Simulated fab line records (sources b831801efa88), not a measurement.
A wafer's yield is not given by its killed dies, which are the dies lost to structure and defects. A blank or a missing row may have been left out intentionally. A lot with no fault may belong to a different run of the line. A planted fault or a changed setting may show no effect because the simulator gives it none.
Chamber matching :: flow sky130 :: SKY_VIA4_ETCH_12 on rie-diel-03 has 4 sister chambers
The step etches SiO2 in C4F8/O2/Ar, stops on TiN, target depth 580 nm. 22 wafers are shown with their chamber, then 11 later ones without.

WAFERS, EACH WITH ITS CHAMBER
wafer: L075.2
chamber: 1
oes-product-au (a.u.): 0.927

wafer: L075.3
chamber: 2
oes-product-au (a.u.): 0.929

wafer: L075.6
chamber: 0
oes-product-au (a.u.): 0.922

wafer: L078.1
chamber: 2
oes-product-au (a.u.): 0.927

wafer: L078.2
chamber: 3
oes-product-au (a.u.): 0.930

wafer: L078.3
chamber: 0
oes-product-au (a.u.): 0.928

wafer: L080.1
chamber: 2
oes-product-au (a.u.): 0.926

wafer: L080.2
chamber: 0
oes-product-au (a.u.): 0.924

wafer: L080.3
chamber: 1
oes-product-au (a.u.): 0.923

wafer: L080.4
chamber: 3
oes-product-au (a.u.): 0.923

wafer: L080.5
chamber: 3
oes-product-au (a.u.): 0.929

wafer: L080.6
chamber: 0
oes-product-au (a.u.): 0.929

wafer: L081.3
chamber: 2
oes-product-au (a.u.): 0.926

wafer: L081.4
chamber: 1
oes-product-au (a.u.): 0.933

wafer: L081.6
chamber: 1
oes-product-au (a.u.): 0.927

wafer: L083.1
chamber: 3
oes-product-au (a.u.): 0.930

wafer: L083.3
chamber: 1
oes-product-au (a.u.): 0.932

wafer: L083.6
chamber: 3
oes-product-au (a.u.): 0.925

wafer: L089.1
chamber: 3
oes-product-au (a.u.): 0.926

wafer: L089.2
chamber: 1
oes-product-au (a.u.): 0.922

wafer: L089.5
chamber: 0
oes-product-au (a.u.): 0.931

wafer: L091.1
chamber: 2
oes-product-au (a.u.): 0.934

SIGNATURES (means of the wafers above)
reading: oes-product-au
chamber 0: 0.92680
chamber 1: 0.92733
chamber 2: 0.92840
chamber 3: 0.92717
scatter within a chamber: 0.00368
Rule: distance of a wafer from a chamber = root of the sum over the readings of ((wafer's reading minus chamber's mean) / reading's scatter) squared. The wafer belongs to the nearest chamber; if the next one is less than 2 further off, it can't be placed. The scatter: take each reading less its chamber's mean, square it, sum over the shown wafers, divide by the number of wafers less the number of chambers, and take the root.

WAFERS WITHOUT THEIR CHAMBER
wafer: L091.2
oes-product-au (a.u.): 0.929

wafer: L091.3
oes-product-au (a.u.): 0.926

wafer: L091.4
oes-product-au (a.u.): 0.924

wafer: L091.5
oes-product-au (a.u.): 0.926

wafer: L091.6
oes-product-au (a.u.): 0.929

wafer: L093.3
oes-product-au (a.u.): 0.923

wafer: L093.5
oes-product-au (a.u.): 0.934

wafer: L093.6
oes-product-au (a.u.): 0.934

wafer: L096.3
oes-product-au (a.u.): 0.927

wafer: L096.4
oes-product-au (a.u.): 0.931

wafer: L096.5
oes-product-au (a.u.): 0.924

EACH ONE'S CHAMBER
wafer: L091.2
from the rows above: can't be placed: 2 or 1 or 3 or 0
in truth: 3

wafer: L091.3
from the rows above: can't be placed: 0 or 3 or 1 or 2
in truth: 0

wafer: L091.4
from the rows above: can't be placed: 0 or 3 or 1 or 2
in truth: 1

wafer: L091.5
from the rows above: can't be placed: 0 or 3 or 1 or 2
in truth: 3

wafer: L091.6
from the rows above: can't be placed: 2 or 1 or 3 or 0
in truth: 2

wafer: L093.3
from the rows above: can't be placed: 0 or 3 or 1 or 2
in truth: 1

wafer: L093.5
from the rows above: can't be placed: 2 or 1 or 3 or 0
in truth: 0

wafer: L093.6
from the rows above: can't be placed: 2 or 1 or 3 or 0
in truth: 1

wafer: L096.3
from the rows above: can't be placed: 3 or 0 or 1 or 2
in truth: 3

wafer: L096.4
from the rows above: can't be placed: 2 or 1 or 3 or 0
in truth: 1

wafer: L096.5
from the rows above: can't be placed: 0 or 3 or 1 or 2
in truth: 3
Correct placement for 0 of the 11. Unplaceable from these rows: 11, with the true chamber sitting among the candidates in 11. Number placed wrongly: 0.
